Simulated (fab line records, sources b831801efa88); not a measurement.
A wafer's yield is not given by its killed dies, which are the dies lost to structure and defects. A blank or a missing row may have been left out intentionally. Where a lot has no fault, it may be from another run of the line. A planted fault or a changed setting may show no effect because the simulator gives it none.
Comparing a struck lot with a sound one | flow sky130 | 23 out of 708 route steps
Sound: wafers L839.1, L839.3, L839.4. Wafers L841.3, L841.4, L841.6 were the ones struck. The cause is given at the end.
For every step that has rows: the tool of each side, followed by ch and its chambers, followed by its first start. Under that, the readings that differ: sound wafers | struck wafers | difference of the means | sigmas: that difference in standard deviations of wafers without a fault.
alike: readings with means less than 2 such deviations apart, plus words and numbers identical on both sides. not compared: withheld readings, readings lacking a value on some wafer, bounds such as >300 that could conceal the same value, and numbers that have no deviation in the record and whose values overlap.
The two part at a step that has a row with sigmas, a row that says differs or no value, or rows on one side only. When numbers do not overlap yet have no deviation, they are printed without sigmas and do not part them. Lack of a reading on every wafer of one side parts them only where that side has two or more wafers.

first, 1 step without rows for these wafers: SKY_CAP2M_DEVELOP_11 (develop time 60 s).
SKY_CAP2M_OVL_MEAS_12:
  sound on overlay-02, day 44 12:22; struck on overlay-02, day 45 01:47
  alike: CAP2M_OVL
SKY_CAP2M_METAL_ETCH_13: etches TiN in Cl2/BCl3, stops on SiO2, target depth 220 nm, time 62.9 s.
  sound on rie_metal-01 ch 0,1, day 44 12:25; struck on rie_metal-01 ch 0,1, day 45 01:50
  alike: bias_w, drypump_motor_current_A, oes_product_au, throttle_valve_pct
  not compared: rf_hours_counter_h
SKY_CAP2M_STRIP_14: strips in O2/N2.
  sound on plasma_asher-03 ch 0,1, day 44 12:29; struck on plasma_asher-03 ch 0,1, day 45 01:55
  alike: drypump_motor_current_A, oes_product_au, strip_time_to_endpoint_s
  not compared: rf_hours_counter_h
then, 8 steps without rows for these wafers: SKY_CAP2M_STRIP_15 (strips in post etch residue remover, time 1200 s); SKY_CAP2M_CLEAN_16 (cleans in IPA, time 180 s); SKY_CAP2M_CLEAN_17 (cleans in O3/DIW); SKY_METAL4_DEHYDRATE_05 (time 60 s); SKY_METAL4_HMDS_06 (prime time 60 s); SKY_METAL4_COAT_07 (resist thk 59.38 nm); SKY_METAL4_COAT_08 (resist thk 1140 nm); SKY_METAL4_SOFTBAKE_09 (time 90 s).
SKY_METAL4_EXPOSE_10: exposes mask MM4, target cd 300 nm.
  sound on krf_scanner-01 ch 0, day 45 01:25; struck on krf_scanner-01 ch 0, day 45 12:45
  reading              | sound                | struck               | difference | sigmas
  exposure_dose_mJ_cm2 | 27.950 27.941 27.960 | 25.682 25.702 25.717 | -2.250     | -87
  alike: mask, focus_offset_nm
then, 2 steps without rows for these wafers: SKY_METAL4_PEB_11; SKY_METAL4_DEVELOP_12 (develop time 60 s).
SKY_METAL4_CD_MEAS_13 targets a cd of 300 nm.
  sound on cd_sem-01, day 45 11:44; struck on cd_sem-01, day 46 00:03
  reading    | sound             | struck            | difference | sigmas
  cd_nm (nm) | 297.8 297.9 296.9 | 316.6 317.2 315.5 | +18.9      | +13
SKY_METAL4_OVL_MEAS_14:
  sound on overlay-02, day 45 11:51; struck on overlay-02, day 46 00:08
  alike: METAL4_OVL
SKY_METAL4_DESCUM_15: chemistry O2, time 8 s.
  sound on rie_metal-04 ch 0,1, day 45 11:53; struck on rie_metal-03 ch 0,1, day 46 00:10
  reading                 | sound             | struck            | difference | sigmas
  model.METAL4.cd_nm (nm) | 297.8 298.3 297.1 | 316.9 316.6 314.9 | +18.4      |
  alike: drypump_motor_current_A, oes_product_au, temp_c
  not compared: rf_hours_counter_h
SKY_METAL4_ETCH_16: etches BARC in N2/H2, stops on SiO2, time 88.2 s, target depth 60 nm.
  sound on rie_metal-04 ch 0,1, day 45 11:55; struck on rie_metal-03 ch 0,1, day 46 00:14
  alike: bias_w, drypump_motor_current_A, oes_product_au, throttle_valve_pct
  not compared: rf_hours_counter_h
SKY_METAL4_ETCH_17: etches SiO2 in C4F8/O2/Ar, stops on TiN, time 3.9 s, target depth 15 nm.
  sound on rie_diel-01 ch 0,1,3, day 45 12:01; struck on rie_diel-03 ch 0,2,3, day 46 00:17
  alike: bias_w, oes_product_au
  not compared: rf_hours_counter_h
SKY_METAL4_METAL_ETCH_18: etches the open film in Cl2/BCl3, stops on SiO2, target depth 845 nm, time 183.1 s.
  sound on rie_metal-03 ch 0,1, day 45 12:02; struck on rie_metal-04 ch 0,1, day 46 00:22
  reading                 | sound             | struck            | difference | sigmas
  model.METAL4.cd_nm (nm) | 292.5 299.9 294.1 | 317.1 316.6 312.9 | +20.0      |
  alike: bias_w, drypump_motor_current_A, oes_product_au, throttle_valve_pct
  not compared: rf_hours_counter_h
SKY_METAL4_STRIP_19: strips in O2/N2.
  sound on plasma_asher-04 ch 0,1, day 45 12:13; struck on plasma_asher-02 ch 0,1, day 46 00:31
  alike: drypump_motor_current_A, oes_product_au, strip_time_to_endpoint_s
  not compared: rf_hours_counter_h
-- the record jumps here: 4 days lie between the struck wafers' starts before and after (it left off in module METAL4 and takes up again in module PAD_OPEN, whose first step shown is number 708 of the route) --
SKY_PAD_OPEN_PROBE_99:
  sound on prober-01, day 49 04:14; struck on prober-01, day 49 14:50
  reading                        | sound                | struck               | difference | sigmas
  model.etest.met4.width_nm (nm) | 293.1 300.1 297.4    | 317.2 314.1 311.9    | +17.5      |
  model.etest.met4.line_ohm_um   | 0.1436 0.1365 0.1441 | 0.1339 0.1357 0.1345 | -0.0067    |
  alike: defect_limited_yield, killed_at_M0_to_M3, killed_at_M4_up, killed_at_contacts, killed_at_front_end, killed_at_other, killed_dies, killed_open, killed_short, sort_bin_3_pad_short, sort_bin_5_function, sort_bin_6_memory, sort_bin_8_speed, sort_n_pass, sort_yield_pct

## WHERE THEY PART
Earliest at SKY_METAL4_EXPOSE_10; latest, in this record, at SKY_METAL4_CD_MEAS_13. Later steps at which nothing parts them and some readings are alike: SKY_METAL4_OVL_MEAS_14, SKY_METAL4_DESCUM_15, SKY_METAL4_ETCH_16, SKY_METAL4_ETCH_17, SKY_METAL4_METAL_ETCH_18, SKY_METAL4_STRIP_19, SKY_PAD_OPEN_PROBE_99.

WHY: what had been put in by the simulator
Drift in process parameters on krf_scanner-01 at SKY_METAL4_EXPOSE_10, starting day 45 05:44. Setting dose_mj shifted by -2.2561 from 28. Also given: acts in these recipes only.
